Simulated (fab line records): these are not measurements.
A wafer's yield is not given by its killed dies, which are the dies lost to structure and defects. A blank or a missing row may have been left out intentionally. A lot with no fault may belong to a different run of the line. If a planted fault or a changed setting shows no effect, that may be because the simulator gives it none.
One fault seen from 2 desks :: flow sky130 :: what lay behind the numbers comes last; until then each desk has only its own

== FOR THE TOOL OWNER'S DESK: cvd-w-01 ==
The tool's own readings at SKY_VIA2_CVD_21 (deposits W, target thk 420 nm, time 126.4 s): means of the sampled wafers that have a number, for each lot that ran on this tool. Marked OUT: a lot whose mean sits more than 4 standard deviations from the usual mean, which makes it out of limits; the brackets give that distance.
Columns: A = chamber-pressure-Torr at SKY_VIA2_CVD_21, usual 40.02 Torr; B = heater-power-w at SKY_VIA2_CVD_21, usual 816 W
lot: L476
first seen here: day 35 22:44
A: 40.02
B: 898

lot: L477
first seen here: day 36 08:22
A: 39.97
B: 958

lot: L478
first seen here: day 37 15:49
A: 39.95
B: 943

lot: L480
first seen here: day 37 17:29
A: 40.08
B: 934

lot: L487
first seen here: day 39 19:02
A: 40.02
B: 867

lot: L491
first seen here: day 40 23:55
A: 39.97
B: 836
Result from this desk: across the 6 lots, nothing is out of limits.

== FROM THE METROLOGY DESK ==
What the gauges read, lot by lot, whatever tool the lot ran on: means of the sampled wafers that have a number. Marked OUT: a lot whose mean sits more than 4 standard deviations from the usual mean, which makes it out of limits; the brackets give that distance.
Columns: A = VIA1_OVL at SKY_VIA1_OVL_MEAS_13, usual -2 nm; B = VIA2_W_RS at SKY_VIA2_RS_MEAS_22, usual 0.2756 ohm/sq; C = VIA2_W_THK at SKY_VIA2_THK_MEAS_23, usual 431 nm; D = CAPM_OVL at SKY_CAPM_OVL_MEAS_12, usual 0.2 nm
lot: L476
first seen here: day 33 14:26
A: -1
B: 0.2728
C: 435
D: -0.5

lot: L477
first seen here: day 33 23:35
A: -2
B: 0.2766
C: 431
D: -0.9

lot: L478
first seen here: day 35 07:43
A: -3
B: 0.2774
C: 430
D: 0.6

lot: L480
first seen here: day 35 09:11
A: -1
B: 0.2738
C: 426
D: 0.3

lot: L479
first seen here: day 35 11:04
A: -5
B: 0.2781
C: 433
D: -0.5

lot: L487
first seen here: day 37 11:31
A: -4
B: 0.3129 (+15) OUT
C: 391 (-9.8) OUT
D: 0.8

lot: L490
first seen here: day 38 11:56
A: 1
B: 0.2735
C: 438
D: -0.2

lot: L491
first seen here: day 38 18:52
A: 6
B: 0.3410 (+26) OUT
C: 353 (-19) OUT
D: -0.4

lot: L492
first seen here: day 39 01:40
A: 7
B: 0.2727
C: 438
D: 0.9

lot: L495
first seen here: day 40 04:22
A: -7
B: 0.2807
C: 428
D: 0.2

lot: L499
first seen here: day 41 22:35
A: -10
B: 0.2788
C: 429
D: 0.0
Per this desk, out of limits: L487, L491; the first was L487, day 39 19:10 (VIA2_W_RS at SKY_VIA2_RS_MEAS_22). Within limits: L476, L477, L478, L480, L479, L490, L492, L495, L499.

== PUT TOGETHER ==
On L487, L491, the metrology desk was in a position to raise an alarm at day 39 19:10.
Nothing out of limits was seen by the tool owner's desk.
The tool owner's desk has L487, L491 on record, within its limits.
SKY_VIA2_CVD_21 was run on cvd-w-01 by each of the lots named.

== WHAT THE SIMULATOR PUT IN ==
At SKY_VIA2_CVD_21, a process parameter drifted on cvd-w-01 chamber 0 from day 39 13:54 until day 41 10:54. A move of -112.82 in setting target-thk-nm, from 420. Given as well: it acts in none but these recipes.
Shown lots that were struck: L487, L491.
Delay in hours, fault start to first out-of-limits reading, per desk: metrology desk 5.
